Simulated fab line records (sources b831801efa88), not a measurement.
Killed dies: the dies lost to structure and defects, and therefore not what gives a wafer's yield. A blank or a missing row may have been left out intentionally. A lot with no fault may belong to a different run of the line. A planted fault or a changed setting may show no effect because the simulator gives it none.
fab line records -- flow sky130
[record] lots = 6, wafers = 18, last-day = 50
route steps=708 shown VIA1@470 PAD_OPEN@708
lots that met no fault: taken from a fault-free run of the same line
start-h: hours from the record's first day to the start of the lot's first wafer shown -- wait-h: hours elapsed since this lot's preceding step -- " same as the row above -- L1.1+2: a single row standing in for several wafers -- - either no value or no given start -- * or withheld: withheld -- < > ~ a bound
route shown NAME@n: NAME is a module with steps in the file, n the number in the route of the first one -- usual: the fault-free wafers' mean and standard deviation -- same: alike in all rows -- chamber/n: place in a boat -- sites: each site's reading -- _std_site: standard deviation of those values -- _edge_site: outer sites' mean less inner sites' -- radius-mm: for every site, how far away it sits from the centre of the wafer -- mask NAME#n: copy n -- behind: the last tool/chamber to shape the wafer -- hold: the reason the lot was held/the length of the hold in hours/how it ended -- device: transistor that didn't switch, given as n, p or np -- end of line: at the end of the route, the tests of the same wafers -- step lacking rows: just its recipe -- killed: dies lost to structure and defects at the first sort, not the wafer's yield -- map: dies across one wafer; x = killed, . = not, _ = none there
set.NAME: the run value of the setting; set.NAME@STEP: its run value at that earlier step -- model.NAME: the simulator's own value behind a step, which no gauge read
lots at some steps of the route; a table a step, a row a wafer
services: a tool's chamber out of use, with start hour (start-h, from the record's first day; less than 0 if before it), hours out, and reason
[[steps]]
[step SKY_VIA1_CD_MEAS_12]
[recipe] target-cd-nm = 150
[usual] cd-nm = 150.3/1.7
lot.wafer,tool,chamber,start-h,wait-h,cd-nm
L252.3,cd-sem-01,-,813.44,-,147.8
L252.4,cd-sem-01,-,813.44,-,148.3
L252.6,cd-sem-01,-,813.44,-,146.7
L264.2,cd-sem-01,-,900.81,-,149.6
L264.4,cd-sem-01,-,900.81,-,147.4
L264.5,cd-sem-01,-,900.81,-,149.4
L267.2,cd-sem-02,-,924.31,-,150.7
L267.3,cd-sem-02,-,924.31,-,149.3
L267.6,cd-sem-02,-,924.31,-,151.4
L268.1,cd-sem-02,-,927.03,-,149.8
L268.2,cd-sem-02,-,927.03,-,149.1
L268.6,cd-sem-02,-,927.03,-,150.1
L272.2,cd-sem-02,-,967.52,-,150.7
L272.3,cd-sem-02,-,967.52,-,152.5
L272.4,cd-sem-02,-,967.52,-,152.1
L273.1,cd-sem-01,-,973.88,-,150.1
L273.2,cd-sem-01,-,973.88,-,149.9
L273.6,cd-sem-01,-,973.88,-,151.8
[step SKY_VIA1_OVL_MEAS_13]
[usual] VIA1_OVL = -1/5.1
lot.wafer,tool,chamber,start-h,wait-h,VIA1_OVL[nm]
L252.3,overlay-01,-,813.53,0.1,4
L252.4,overlay-01,-,813.53,0.1,8
L252.6,overlay-01,-,813.53,0.1,3
L264.2,overlay-02,-,900.92,0.1,2
L264.4,overlay-02,-,900.92,0.1,-5
L264.5,overlay-02,-,900.92,0.1,-6
L267.2,overlay-02,-,924.42,0.1,-9
L267.3,overlay-02,-,924.42,0.1,1
L267.6,overlay-02,-,924.42,0.1,0
L268.1,overlay-02,-,927.15,0.1,4
L268.2,overlay-02,-,927.15,0.1,-6
L268.6,overlay-02,-,927.15,0.1,-8
L272.2,overlay-01,-,967.63,0.1,1
L272.3,overlay-01,-,967.63,0.1,1
L272.4,overlay-01,-,967.63,0.1,5
L273.1,overlay-01,-,974.00,0.1,-2
L273.2,overlay-01,-,974.00,0.1,-1
L273.6,overlay-01,-,974.00,0.1,-4
[step SKY_VIA1_ETCH_14]
[recipe] chemistry = N2/H2, target = BARC, ion-energy-ev = 200, source-w = 500, bias-w = 100, pressure-mtorr = 30, n2-flow-sccm = 100, h2-flow-sccm = 200, stop-on = SiO2, time-s = 45.9, target-depth-a = 600
[usual] drypump-motor-current-A = 5.7/0.56, oes-product-au = 0.855/0.005, throttle-valve-pct = 13.225/0.0091
lot.wafer,tool,chamber,start-h,wait-h,drypump-motor-current-A,oes-product-au,rf-hours-counter-h,throttle-valve-pct
L252.3,rie-diel-04,0,813.56,0.0,6.0,0.860,13,13.226
L252.4,rie-diel-04,3,813.56,0.0,5.2,0.849,-,13.218
L252.6,rie-diel-04,0,813.56,0.0,6.1,0.850,-,13.228
L264.2,rie-diel-04,3,900.95,0.0,5.2,0.859,12,13.212
L264.4,rie-diel-04,0,900.95,0.0,6.1,0.858,15,13.214
L264.5,rie-diel-04,3,900.95,0.0,5.2,0.856,-,13.213
L267.2,rie-diel-02,1,924.45,0.0,4.8,0.848,18,13.230
L267.3,rie-diel-02,3,924.45,0.0,6.7,0.860,9,13.230
L267.6,rie-diel-02,3,924.45,0.0,6.7,0.857,-,13.229
L268.1,rie-diel-02,1,927.19,0.0,4.8,0.856,18,13.224
L268.2,rie-diel-02,2,927.19,0.0,5.5,0.856,13,13.223
L268.6,rie-diel-02,1,927.19,0.0,4.9,0.851,-,13.216
L272.2,rie-diel-04,3,967.66,0.0,5.2,0.855,14,13.219
L272.3,rie-diel-04,0,967.66,0.0,6.1,0.859,16,13.208
L272.4,rie-diel-04,1,967.66,0.0,5.1,0.859,21,13.218
L273.1,rie-diel-03,1,974.04,0.0,6.6,0.860,10,13.221
L273.2,rie-diel-03,2,974.04,0.0,5.8,0.864,7,13.235
L273.6,rie-diel-03,0,974.04,0.0,5.7,0.852,-,13.238
[step SKY_VIA1_ETCH_15]
[recipe] target = SiO2, chemistry = C4F8/O2/Ar, target-depth-nm = 351, stop-on = TiN, mask-material = KrF-thick, source-w = 1500, bias-w = 1200, pressure-mtorr = 40, c4f8-flow-sccm = withheld, O2_flow_sccm = 6, Ar_flow_sccm = 300, time-s = 54
[usual] oes-product-au = 0.978/0.0077
lot.wafer,tool,chamber,start-h,wait-h,oes-product-au,rf-hours-counter-h
L252.3,rie-diel-04,0,813.60,0.0,0.992,13
L252.4,rie-diel-04,3,813.60,0.0,0.972,-
L252.6,rie-diel-04,0,813.60,0.0,0.996,-
L264.2,rie-diel-04,3,900.99,0.0,0.980,12
L264.4,rie-diel-04,0,900.99,0.0,0.993,15
L264.5,rie-diel-04,3,900.99,0.0,0.975,-
L267.2,rie-diel-02,1,924.49,0.0,0.972,18
L267.3,rie-diel-02,3,924.49,0.0,0.983,9
L267.6,rie-diel-02,3,924.49,0.0,0.980,-
L268.1,rie-diel-02,1,927.23,0.0,0.982,18
L268.2,rie-diel-02,2,927.23,0.0,0.974,13
L268.6,rie-diel-02,1,927.23,0.0,0.971,-
L272.2,rie-diel-04,3,967.70,0.0,0.967,14
L272.3,rie-diel-04,0,967.70,0.0,0.990,16
L272.4,rie-diel-04,1,967.70,0.0,0.990,21
L273.1,rie-diel-03,1,974.08,0.0,0.984,10
L273.2,rie-diel-03,2,974.08,0.0,0.981,7
L273.6,rie-diel-03,0,974.08,0.0,0.985,-
[step SKY_VIA1_STRIP_16]
[recipe] chemistry = O2/N2, power-w = 1400, pressure-mtorr = 1500, platen-temp-c = withheld, o2-flow-sccm = 3000, n2-flow-sccm = 300, overash-fraction = 0.5
[usual] drypump-motor-current-A = 5.98/0.29, oes-product-au = 0.416/0.0051, strip-time-to-endpoint-s = 4.48/0.03
lot.wafer,tool,chamber,start-h,wait-h,drypump-motor-current-A,oes-product-au,rf-hours-counter-h,strip-time-to-endpoint-s
L252.3,plasma-asher-03,0,813.68,0.1,5.71,0.418,-,4.46
L252.4,plasma-asher-03,1,813.68,0.1,6.15,0.413,-,4.52
L252.6,plasma-asher-03,0,813.68,0.1,5.72,0.412,-,4.43
L264.2,plasma-asher-02,0,901.04,0.0,6.06,0.417,111,4.52
L264.4,plasma-asher-02,1,901.04,0.0,6.32,0.416,-,4.43
L264.5,plasma-asher-02,1,901.04,0.0,6.38,0.422,-,4.52
L267.2,plasma-asher-03,0,924.54,0.0,5.71,0.430,78,4.49
L267.3,plasma-asher-03,1,924.54,0.0,6.20,0.406,-,4.45
L267.6,plasma-asher-03,1,924.54,0.0,6.19,0.416,-,4.46
L268.1,plasma-asher-02,0,927.28,0.0,6.05,0.409,114,4.50
L268.2,plasma-asher-02,1,927.28,0.0,6.34,0.408,114,4.47
L268.6,plasma-asher-02,1,927.28,0.0,6.35,0.425,-,4.54
L272.2,plasma-asher-02,1,967.75,0.0,6.37,0.422,119,4.53
L272.3,plasma-asher-02,0,967.75,0.0,6.05,0.415,-,4.45
L272.4,plasma-asher-02,1,967.75,0.0,6.36,0.412,-,4.46
L273.1,plasma-asher-02,1,974.13,0.0,6.36,0.422,119,4.46
L273.2,plasma-asher-02,0,974.13,0.0,6.04,0.420,119,4.45
L273.6,plasma-asher-02,0,974.13,0.0,6.07,0.410,-,4.47
[step SKY_VIA1_STRIP_17]
[recipe] chemistry = post-etch-residue-remover, time-s = 1200, temp-c = 72.5
[step SKY_VIA1_CLEAN_18]
[recipe] chemistry = IPA, time-s = 180, temp-c = 25
[step SKY_VIA1_CLEAN_19]
[recipe] chemistry = O3/DIW, dry = n2-spin
[step SKY_VIA1_SPUTTER_20]
[recipe] material = TiN, target-thk-nm = 20, chamber-pressure-pa = 5, power-w = 4000, time-s = 80
[usual] throttle-valve-pct = 30.0/1.1
lot.wafer,tool,chamber,start-h,wait-h,throttle-valve-pct
L252.3,pvd-sputter-02,-,814.24,0.0,31.3
L252.4,pvd-sputter-02,-,814.24,0.0,30.7
L252.6,pvd-sputter-02,-,814.24,0.0,31.2
L264.2,pvd-sputter-04,-,901.63,0.0,29.4
L264.4,pvd-sputter-04,-,901.63,0.0,30.0
L264.5,pvd-sputter-04,-,901.63,0.0,30.6
L267.2,pvd-sputter-04,-,925.13,0.0,30.7
L267.3,pvd-sputter-04,-,925.13,0.0,29.7
L267.6,pvd-sputter-04,-,925.13,0.0,30.2
L268.1,pvd-sputter-02,-,927.88,0.0,30.2
L268.2,pvd-sputter-02,-,927.88,0.0,30.7
L268.6,pvd-sputter-02,-,927.88,0.0,30.7
L272.2,pvd-sputter-02,-,968.34,0.0,30.5
L272.3,pvd-sputter-02,-,968.34,0.0,31.1
L272.4,pvd-sputter-02,-,968.34,0.0,30.9
L273.1,pvd-sputter-04,-,974.73,0.0,29.6
L273.2,pvd-sputter-04,-,974.73,0.0,29.7
L273.6,pvd-sputter-04,-,974.73,0.0,30.1
[step SKY_VIA1_CVD_21]
[recipe] material = W, target-thk-nm = 270, time-s = 80.902, temp-c = 400, pressure-torr = 40
[usual] heater-power-w = 821/93
lot.wafer,tool,chamber,start-h,wait-h,heater-power-w
L252.3,cvd-w-02,1,814.33,0.1,760
L252.4,cvd-w-02,0,814.33,0.1,923
L252.6,cvd-w-02,0,814.33,0.1,909
L264.2,cvd-w-01,1,901.69,0.0,686
L264.4,cvd-w-01,1,901.69,0.0,696
L264.5,cvd-w-01,1,901.69,0.0,705
L267.2,cvd-w-02,0,925.19,0.0,861
L267.3,cvd-w-02,0,925.19,0.0,896
L267.6,cvd-w-02,1,925.19,0.0,763
L268.1,cvd-w-02,1,927.94,0.0,737
L268.2,cvd-w-02,0,927.94,0.0,877
L268.6,cvd-w-02,0,927.94,0.0,890
L272.2,cvd-w-01,1,968.41,0.0,710
L272.3,cvd-w-01,1,968.41,0.0,722
L272.4,cvd-w-01,0,968.41,0.0,932
L273.1,cvd-w-01,1,974.79,0.0,711
L273.2,cvd-w-01,0,974.79,0.0,915
L273.6,cvd-w-01,1,974.79,0.0,712
[step SKY_VIA1_RS_MEAS_22]
[recipe] thk-meas-gauge = four-point-probe, reads = W_of_VIA1_CVD_21+TiN_of_VIA1_SPUTTER_20
[usual] VIA1_W_RS = 0.428/0.0059
lot.wafer,tool,chamber,start-h,wait-h,VIA1_W_RS[ohm/sq]
L252.3,film-metro-02,-,814.43,0.1,0.436
L252.4,film-metro-02,-,814.43,0.1,0.422
L252.6,film-metro-02,-,814.43,0.1,0.422
L264.2,film-metro-03,-,901.80,0.1,0.430
L264.4,film-metro-03,-,901.80,0.1,0.433
L264.5,film-metro-03,-,901.80,0.1,0.423
L267.2,film-metro-02,-,925.30,0.1,0.433
L267.3,film-metro-02,-,925.30,0.1,0.430
L267.6,film-metro-02,-,925.30,0.1,0.431
L268.1,film-metro-02,-,928.03,0.1,0.426
L268.2,film-metro-02,-,928.03,0.1,0.430
L268.6,film-metro-02,-,928.03,0.1,0.430
L272.2,film-metro-03,-,968.52,0.1,0.429
L272.3,film-metro-03,-,968.52,0.1,0.432
L272.4,film-metro-03,-,968.52,0.1,0.434
L273.1,film-metro-03,-,974.88,0.1,0.428
L273.2,film-metro-03,-,974.88,0.1,0.428
L273.6,film-metro-03,-,974.88,0.1,0.427
[step SKY_VIA1_THK_MEAS_23]
[recipe] thk-meas-gauge = xrf, reads = W_of_VIA1_CVD_21
[usual] VIA1_W_THK = 270/3.8
lot.wafer,tool,chamber,start-h,wait-h,VIA1_W_THK[nm]
L252.3,film-metro-02,-,814.53,0.1,270
L252.4,film-metro-02,-,814.53,0.1,279
L252.6,film-metro-02,-,814.53,0.1,278
L264.2,film-metro-03,-,901.91,0.1,270
L264.4,film-metro-03,-,901.91,0.1,268
L264.5,film-metro-03,-,901.91,0.1,275
L267.2,film-metro-02,-,925.41,0.1,268
L267.3,film-metro-02,-,925.41,0.1,270
L267.6,film-metro-02,-,925.41,0.1,270
L268.1,film-metro-02,-,928.15,0.1,273
L268.2,film-metro-02,-,928.15,0.1,270
L268.6,film-metro-02,-,928.15,0.1,271
L272.2,film-metro-03,-,968.63,0.1,269
L272.3,film-metro-03,-,968.63,0.1,266
L272.4,film-metro-03,-,968.63,0.1,268
L273.1,film-metro-03,-,975.00,0.1,270
L273.2,film-metro-03,-,975.00,0.1,271
L273.6,film-metro-03,-,975.00,0.1,269
[step SKY_VIA1_CMP_24]
[recipe] stop-on = SiO2, t-overpolish-s = 15, down-force-psi = 3.5, platen-rpm = 60, target-thk-nm = 0, pad-velocity-m-s = 0.94248
[usual] edge-zone-pressure-frac = 0.999/0.0048, head-pressure-psi = 3.499/0.0066, motor-current-A = 11.7/0.72, overpolish-run-s = 15.000/0.0087, time-to-endpoint-s = 63/3.4
lot.wafer,tool,chamber,start-h,wait-h,edge-zone-pressure-frac,head-pressure-psi,motor-current-A,overpolish-run-s,time-to-endpoint-s,model.W_of_VIA1_CVD_21.thk-nm,model.SiO2_of_VIA1_HDPCVD_00.thk-nm
L252.3,cmp-02,3,814.57,0.0,0.997,3.499,11.6,14.999,67,0,341.5
L252.4,cmp-02,1,814.57,0.0,0.999,3.502,10.7,14.994,68,0,343
L252.6,cmp-02,0,814.57,0.0,0.999,3.505,12.5,14.994,63,0,343
L264.2,cmp-01,0,901.96,0.0,0.998,3.511,12.6,14.995,63,0,342.4
L264.4,cmp-01,1,901.96,0.0,0.996,3.497,12.2,15.018,57,0,342
L264.5,cmp-01,0,901.96,0.0,1.000,3.510,13.0,15.000,61,0,342.1
L267.3,cmp-01,1,925.56,0.1,-,-,-,-,-,267.9,342.2
L267.2,cmp-01,2,925.56,0.1,-,-,-,-,-,265.5,344.4
L267.6,cmp-01,3,925.56,0.1,-,-,-,-,-,267.2,344.4
L268.1,cmp-02,1,928.21,0.1,-,-,-,-,-,270.7,343.8
L268.2,cmp-02,2,928.21,0.1,-,-,-,-,-,267.7,342.5
L268.6,cmp-02,1,928.21,0.1,-,-,-,-,-,268.2,343.1
L272.2,cmp-01,0,968.73,0.1,0.999,3.491,12.6,15.001,60,0,341.1
L272.4,cmp-01,1,968.73,0.1,1.000,3.492,11.9,14.999,62,0,341
L272.3,cmp-01,2,968.73,0.1,0.992,3.496,12.8,15.013,64,0,340.4
L273.1,cmp-02,1,975.06,0.1,0.999,3.511,11.2,15.001,63,0,341.7
L273.2,cmp-02,3,975.06,0.1,1.004,3.494,12.1,14.994,65,0,341
L273.6,cmp-02,2,975.06,0.1,0.995,3.498,10.7,14.989,62,0,340.8
[step SKY_PAD_OPEN_PROBE_99]
[usual] defect-limited-yield = 82.5/2, killed_at_M0_to_M3 = 43/6.8, killed_at_M4_up = 3.3/2.1, killed-at-contacts = 24/5, killed-at-front-end = 15/4.4, killed-at-other = 0.3/0.57, killed-dies = 86/9.7, killed-on-rim = 17/3.6, killed-open = 47/7.3, killed-short = 39/6.1, sort_bin_3_pad_short = 0.8/0.38, sort_bin_5_function = 10.5/1.5, sort_bin_6_memory = 6.2/1.1, sort-n-pass = 406/9.7, sort-yield-pct = 82.5/2
[same] gross-dies = 492, killed-at-back-side = 0, sort_bin_4_leakage[%] = 0, sort_bin_8_speed[%] = 0
lot.wafer,tool,chamber,start-h,wait-h,defect-limited-yield[%],killed_at_M0_to_M3,killed_at_M4_up,killed-at-contacts,killed-at-front-end,killed-at-other,killed-dies,killed-on-rim,killed-open,killed-short,sort_bin_3_pad_short[%],sort_bin_5_function[%],sort_bin_6_memory[%],sort-n-pass,sort-yield-pct[%]
L252.3,prober-02,-,1093.77,0.2,83.3,41,8,17,15,1,82,21,37,45,1.0,9.6,6.1,410,83.3
L252.4,prober-02,-,1093.82,0.2,82.7,40,4,25,16,0,85,15,45,39,0.6,9.8,6.9,407,82.7
L252.6,prober-02,-,1093.92,0.2,83.7,35,3,24,18,0,80,16,41,39,1.4,10.0,4.9,412,83.7
L267.2,prober-01,-,1175.68,0.1,0,450,4,24,14,0,492,96,45,27,86.0,7.7,6.3,0,0
L267.3,prober-01,-,1175.73,0.2,0,444,4,19,25,0,492,96,47,38,82.9,9.8,7.3,0,0
L267.6,prober-01,-,1175.88,0.2,0,451,3,22,16,0,492,96,48,39,82.9,10.2,6.9,0,0
L268.1,prober-02,-,1176.86,0.1,0,460,1,21,10,0,492,96,37,28,87.2,8.5,4.3,0,0
L268.2,prober-02,-,1176.91,0.1,0,459,2,21,10,0,492,96,39,33,86.2,9.6,4.3,0,0
L268.6,prober-02,-,1177.11,0.2,0,450,6,27,9,0,492,96,51,29,85.0,9.3,5.7,0,0
// killed by level:class
L252.3 CONTACT:geometric-particle:short=9 VIA1:geometric-particle:open=9 FIELD_ISO:geometric-particle:open=6 METAL4:geometric-particle:short=6 METAL3:geometric-particle:short=6 VIA3:geometric-particle:open=6 POLY_GATE:geometric-particle:short=4 CONTACT:geometric-particle:open=4
L252.4 CONTACT:geometric-particle:open=8 VIA1:geometric-particle:open=8 VIA3:geometric-particle:open=8 LI_CONTACT:geometric-particle:open=6 CONTACT:geometric-particle:short=5 METAL1:geometric-particle:short=5 VIA1:geometric-particle:short=5 POLY_GATE:geometric-particle:short=4
L252.6 CONTACT:geometric-particle:open=9 VIA1:geometric-particle:short=7 VIA1:geometric-particle:open=7 FIELD_ISO:geometric-particle:open=6 VIA2:geometric-particle:open=6 LI_CONTACT:geometric-particle:open=5 CONTACT:geometric-particle:short=5 POLY_GATE:geometric-particle:short=4
L267.2 VIA1:area-cmp=420 VIA1:geometric-particle:open=9 LI_CONTACT:geometric-particle:open=9 CONTACT:geometric-particle:open=8 METAL1:geometric-particle:short=5 VIA2:geometric-particle:open=5 POLY_GATE:geometric-particle:open=4 POLY_GATE:geometric-particle:short=4
L267.3 VIA1:area-cmp=406 VIA1:geometric-particle:open=10 POLY_GATE:geometric-particle:open=6 LOCAL_INTERCONNECT:geometric-particle:short=6 VIA2:geometric-particle:open=6 VIA3:geometric-particle:open=6 POLY_GATE:geometric-particle:short=4 CONTACT:geometric-particle:short=4
L267.6 VIA1:area-cmp=405 VIA1:geometric-particle:open=12 LI_CONTACT:geometric-particle:open=9 VIA2:geometric-particle:open=9 METAL2:geometric-particle:short=5 METAL1:geometric-particle:short=5 VIA3:geometric-particle:open=5 LOCAL_INTERCONNECT:geometric-particle:short=4
L268.1 VIA1:area-cmp=426 VIA1:geometric-particle:open=8 CONTACT:geometric-particle:open=6 VIA2:geometric-particle:open=6 VIA3:geometric-particle:open=6 CONTACT:geometric-particle:short=5 FIELD_ISO:geometric-particle:open=4 LI_CONTACT:geometric-particle:open=4
L268.2 VIA1:area-cmp=418 CONTACT:geometric-particle:open=13 VIA1:geometric-particle:open=8 METAL3:geometric-particle:short=7 VIA2:geometric-particle:open=6 VIA3:geometric-particle:open=6 METAL1:geometric-particle:short=5 FIELD_ISO:geometric-particle:short=4
L268.6 VIA1:area-cmp=412 VIA1:geometric-particle:open=14 LI_CONTACT:geometric-particle:open=12 CONTACT:geometric-particle:short=6 CONTACT:geometric-particle:open=5 VIA3:geometric-particle:open=5 VIA1:geometric-particle:short=4 FIELD_ISO:geometric-particle:open=4
// map L267.2 (x killed, . not)
__________xxxxxxxxxx_________
________xxxxxxxxxxxxxx_______
______xxxxxxxxxxxxxxxxxx_____
_____xxxxxxxxxxxxxxxxxxxx____
____xxxxxxxxxxxxxxxxxxxxxx___
___xxxxxxxxxxxxxxxxxxxxxxxx__
__xxxxxxxxxxxxxxxxxxxxxxxxxx_
_xxxxxxxxxxxxxxxxxxxxxxxxxxxx
_xxxxxxxxxxxxxxxxxxxxxxxxxxxx
_xxxxxxxxxxxxxxxxxxxxxxxxxxxx
_xxxxxxxxxxxxxxxxxxxxxxxxxxxx
_xxxxxxxxxxxxxxxxxxxxxxxxxxxx
_xxxxxxxxxxxxxxxxxxxxxxxxxxxx
_xxxxxxxxxxxxxxxxxxxxxxxxxxxx
_xxxxxxxxxxxxxxxxxxxxxxxxxxxx
__xxxxxxxxxxxxxxxxxxxxxxxxxx_
___xxxxxxxxxxxxxxxxxxxxxxxx__
____xxxxxxxxxxxxxxxxxxxxxx___
_____xxxxxxxxxxxxxxxxxxxx____
______xxxxxxxxxxxxxxxxxx_____
________xxxxxxxxxxxxxx_______
__________xxxxxxxxxx_________
// map L268.1 (x killed, . not)
__________xxxxxxxxxx_________
________xxxxxxxxxxxxxx_______
______xxxxxxxxxxxxxxxxxx_____
_____xxxxxxxxxxxxxxxxxxxx____
____xxxxxxxxxxxxxxxxxxxxxx___
___xxxxxxxxxxxxxxxxxxxxxxxx__
__xxxxxxxxxxxxxxxxxxxxxxxxxx_
_xxxxxxxxxxxxxxxxxxxxxxxxxxxx
_xxxxxxxxxxxxxxxxxxxxxxxxxxxx
_xxxxxxxxxxxxxxxxxxxxxxxxxxxx
_xxxxxxxxxxxxxxxxxxxxxxxxxxxx
_xxxxxxxxxxxxxxxxxxxxxxxxxxxx
_xxxxxxxxxxxxxxxxxxxxxxxxxxxx
_xxxxxxxxxxxxxxxxxxxxxxxxxxxx
_xxxxxxxxxxxxxxxxxxxxxxxxxxxx
__xxxxxxxxxxxxxxxxxxxxxxxxxx_
___xxxxxxxxxxxxxxxxxxxxxxxx__
____xxxxxxxxxxxxxxxxxxxxxx___
_____xxxxxxxxxxxxxxxxxxxx____
______xxxxxxxxxxxxxxxxxx_____
________xxxxxxxxxxxxxx_______
__________xxxxxxxxxx_________
[[services]]
tool,chamber,start-h,hours,kind
rie-diel-02,3,805.75,4.0,repair
cmp-01,-,828.70,3.0,repair
pvd-sputter-04,-,833.94,1.9,repair
cmp-02,-,834.26,0.9,repair
cvd-w-02,-,840.21,1.0,repair
cmp-02,-,849.20,1.7,repair
cmp-01,-,853.24,22.5,repair
rie-diel-04,3,854.69,5.0,repair
rie-diel-02,0,867.02,15.2,repair
pvd-sputter-04,-,876.63,1.0,repair
rie-diel-03,2,883.02,6.7,repair
pvd-sputter-02,-,883.16,9.8,repair
cmp-01,-,884.82,0.6,repair
cmp-01,-,892.58,1.4,repair
cvd-w-01,-,897.97,1.5,repair
cvd-w-02,-,904.04,14.0,pm
rie-diel-04,-,910.03,2.8,pm
cmp-02,-,912.00,4.0,pm
cvd-w-01,-,918.04,14.6,pm
pvd-sputter-04,-,927.67,9.4,repair
pvd-sputter-04,-,945.56,3.0,repair
pvd-sputter-02,-,954.52,2.0,repair
plasma-asher-03,-,960.26,0.6,repair
cmp-01,-,963.02,4.9,repair
[[key]]
[first-sign] step = SKY_VIA1_CMP_24, reading = tool-record, direction = missing
[effect] step = SKY_PAD_OPEN_PROBE_99, reading = sort_bin_3_pad_short, direction = up, sigmas = 99+, usual = 0.8, struck = 85.0
[model-effect] step = SKY_VIA1_CMP_24, value = W_of_VIA1_CVD_21.thk-nm, without = 0, struck = 267.9
[more-kills-born-at] SKY_VIA1_CMP_24@cmp-02 = 1246, SKY_VIA1_CMP_24@cmp-01 = 1224
met-at SKY_VIA1_CMP_24
struck-wafers L267.2,L267.3,L267.6,L268.1,L268.2,L268.6
later-rows-left-out L267.2,L267.3,L267.6,L268.1,L268.2,L268.6
onset-between 901.96 925.56
[fault] kind = skipped-step-whole, tool = cmp-01,cmp-02, chamber = -, onset-h = 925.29, steps = SKY_VIA1_CMP_24, scope = struck-lots-only
// later-rows-left-out: the simulator's readings of these wafers behind a module that went badly wrong aren't trusted and aren't shown, but for the sort
